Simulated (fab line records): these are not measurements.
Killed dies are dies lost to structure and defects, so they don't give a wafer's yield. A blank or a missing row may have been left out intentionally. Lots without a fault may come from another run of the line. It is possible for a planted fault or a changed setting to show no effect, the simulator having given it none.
Matching of chambers + flow sfq_line + SFQ_TRILAYER_I2_DEP_PECVD_063 on pecvd-03: 3 sister chambers
The step deposits SiO2 from SiH4/N2O, time 111.11 s, target thk 500 nm. 3 wafers are shown with their chamber, then 8 later ones without.

## WAFERS, EACH WITH ITS CHAMBER
| wafer  | chamber | throttle_valve_pct (%) |
|--------|---------|------------------------|
| L929.4 | 2       | 26.0                   |
| L937.6 | 0       | 24.5                   |
| L939.1 | 1       | 27.3                   |

## WAFERS WITH NO CHAMBER GIVEN
| wafer  | throttle_valve_pct (%) |
|--------|------------------------|
| L939.2 | 26.2                   |
| L939.6 | 24.3                   |
| L940.1 | 27.2                   |
| L940.2 | 24.3                   |
| L940.6 | 24.3                   |
| L947.3 | 22.5                   |
| L947.4 | 23.1                   |
| L947.6 | 23.1                   |

## EACH ONE'S CHAMBER
| wafer  | from the rows above          | in truth |
|--------|------------------------------|----------|
| L939.2 | can't be placed: 2 or 1 or 0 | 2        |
| L939.6 | can't be placed: 0 or 2      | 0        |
| L940.1 | can't be placed: 1 or 2      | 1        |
| L940.2 | can't be placed: 0 or 2      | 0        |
| L940.6 | can't be placed: 0 or 2      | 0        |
| L947.3 | can't be placed: 0 or 2      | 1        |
| L947.4 | can't be placed: 0 or 2      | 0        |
| L947.6 | can't be placed: 0 or 2      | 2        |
0 of 8 placed correctly. From these rows, 8 cannot be placed; in 7 the true chamber is one of the candidates. Placed wrongly: 0.
How it was worked out, from the rows above alone: a wafer's distance from a chamber is the root of the sum, over the readings, of the square of ((its reading less the chamber's mean) divided by the reading's scatter). The wafer belongs to the nearest chamber; if the next one is less than 2 further off, it can't be placed. The mean given for a chamber averages the wafers shown for that chamber. The scatter: root of mean squared gap, hidden wafer to nearest shown wafer, with one shown wafer a chamber.
